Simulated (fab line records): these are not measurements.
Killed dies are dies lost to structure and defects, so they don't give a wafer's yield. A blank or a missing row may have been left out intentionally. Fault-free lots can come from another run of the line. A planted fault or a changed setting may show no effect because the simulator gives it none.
Chamber matching :: flow sky130 :: SKY_VIA3_ETCH_15 on rieDiel-02: 4 sister chambers
The step etches SiO2 in C4F8/O2/Ar, stops on TiN, target depth 507 nm, time 78 s. 16 wafers are shown with their chamber, then 8 later ones without.

WAFERS WITH THEIR CHAMBER
wafer: L077.3
chamber: 3
oesProductAu (a.u.): 0.945

wafer: L077.4
chamber: 2
oesProductAu (a.u.): 0.946

wafer: L077.6
chamber: 0
oesProductAu (a.u.): 0.951

wafer: L080.1
chamber: 1
oesProductAu (a.u.): 0.947

wafer: L080.2
chamber: 0
oesProductAu (a.u.): 0.952

wafer: L080.5
chamber: 3
oesProductAu (a.u.): 0.937

wafer: L081.1
chamber: 0
oesProductAu (a.u.): 0.944

wafer: L081.2
chamber: 2
oesProductAu (a.u.): 0.951

wafer: L081.6
chamber: 1
oesProductAu (a.u.): 0.942

wafer: L085.1
chamber: 1
oesProductAu (a.u.): 0.946

wafer: L085.3
chamber: 3
oesProductAu (a.u.): 0.940

wafer: L085.4
chamber: 3
oesProductAu (a.u.): 0.946

wafer: L088.1
chamber: 0
oesProductAu (a.u.): 0.956

wafer: L088.2
chamber: 2
oesProductAu (a.u.): 0.948

wafer: L088.5
chamber: 3
oesProductAu (a.u.): 0.937

wafer: L090.1
chamber: 2
oesProductAu (a.u.): 0.957

SIGNATURES (averages over the wafers above)
reading: oesProductAu
chamber 0: 0.95075
chamber 1: 0.94500
chamber 2: 0.95050
chamber 3: 0.94100
scatter within a chamber: 0.00439
Rule: for a wafer and a chamber, the distance is found by dividing, reading by reading, the gap between the wafer's reading and the chamber's mean by the reading's scatter, squaring, summing and taking the root. If the next closest chamber is less than 2 further off than the closest, the wafer can't be placed; otherwise it belongs to the closest. The scatter: the root of (the sum of the squares of (reading less its chamber's mean) over the shown wafers, divided by (wafers less chambers)).

WAFERS WITH NO CHAMBER GIVEN
wafer: L090.2
oesProductAu (a.u.): 0.952

wafer: L090.6
oesProductAu (a.u.): 0.948

wafer: L097.1
oesProductAu (a.u.): 0.947

wafer: L097.2
oesProductAu (a.u.): 0.945

wafer: L097.3
oesProductAu (a.u.): 0.950

wafer: L097.4
oesProductAu (a.u.): 0.948

wafer: L097.5
oesProductAu (a.u.): 0.941

wafer: L097.6
oesProductAu (a.u.): 0.944

THE CHAMBER EACH PASSED THROUGH
wafer: L090.2
from the rows above: can't be placed: 0 or 2 or 1
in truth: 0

wafer: L090.6
from the rows above: can't be placed: 2 or 0 or 1 or 3
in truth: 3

wafer: L097.1
from the rows above: can't be placed: 1 or 2 or 0 or 3
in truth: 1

wafer: L097.2
from the rows above: can't be placed: 1 or 3 or 2 or 0
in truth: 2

wafer: L097.3
from the rows above: can't be placed: 2 or 0 or 1 or 3
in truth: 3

wafer: L097.4
from the rows above: can't be placed: 2 or 0 or 1 or 3
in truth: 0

wafer: L097.5
from the rows above: can't be placed: 3 or 1
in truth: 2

wafer: L097.6
from the rows above: can't be placed: 1 or 3 or 2 or 0
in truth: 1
Correct placement for 0 of the 8. Can't be placed from these rows: 8 (the true chamber is among the candidates in 7). 0 placed wrongly.
